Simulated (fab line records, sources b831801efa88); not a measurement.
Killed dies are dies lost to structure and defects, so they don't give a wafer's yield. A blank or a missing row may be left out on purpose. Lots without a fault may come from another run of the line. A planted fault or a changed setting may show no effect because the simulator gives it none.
Which tool did it? | flow gf180mcu | 7 lots, 19 wafers sampled, at 2 steps of a route of 602

WHAT THE GAUGES READ, wafer by wafer
GF_HV_LDD_TW_MEAS_38.
lot  | measured     | on            | HV_LDD_3_TW
L979 | day 12 06:13 | film_metro-02 | 1431 1433 1425
L980 | day 12 22:58 | film_metro-01 | 1459 1458 1454
L983 | day 13 12:50 | film_metro-04 | 1418 1423 1425
L985 | day 14 08:06 | film_metro-04 | 1420 1427 1427
L987 | day 14 22:41 | film_metro-01 | 1456 1459 1459
L995 | day 17 11:07 | film_metro-02 | 1396
L999 | day 18 17:23 | film_metro-02 | 1421 1428 1428

WHICH TOOL RAN EACH LOT (tool, then ch and the chambers of the sampled wafers, then the start)
lot  | GF_HV_LDD_IMPLANT_36
L979 | implanter-04 ch 0, day 12 05:59
L980 | implanter-04 ch 0, day 12 22:43
L983 | implanter-03 ch 0, day 13 12:35
L985 | implanter-01 ch 0, day 14 07:52
L987 | implanter-04 ch 0, day 14 22:26
L995 | implanter-04 ch 0, day 17 10:52
L999 | implanter-01 ch 0, day 18 17:08
- GF_HV_LDD_IMPLANT_36

THE ANSWER, worked out from the rows above alone
Rule: what is usual is taken from the lots themselves. Put in order of their means at a reading, lots are off if they are a third of the lots or fewer, leave a main group of 4 or more, and stand apart from it by a gap of 3 or more times the standard deviation of the main group's means; of several such gaps the widest counts. A main group whose means are all the same, to the digits that the tables above print for the reading, isn't used. A lot without any number at a reading at which 4 lots or more have one is off too. The other lots that the step has rows for count as sound.
No lot is off at any reading shown: from this, nothing can be told.

WHAT THE SIMULATOR HAD PUT IN
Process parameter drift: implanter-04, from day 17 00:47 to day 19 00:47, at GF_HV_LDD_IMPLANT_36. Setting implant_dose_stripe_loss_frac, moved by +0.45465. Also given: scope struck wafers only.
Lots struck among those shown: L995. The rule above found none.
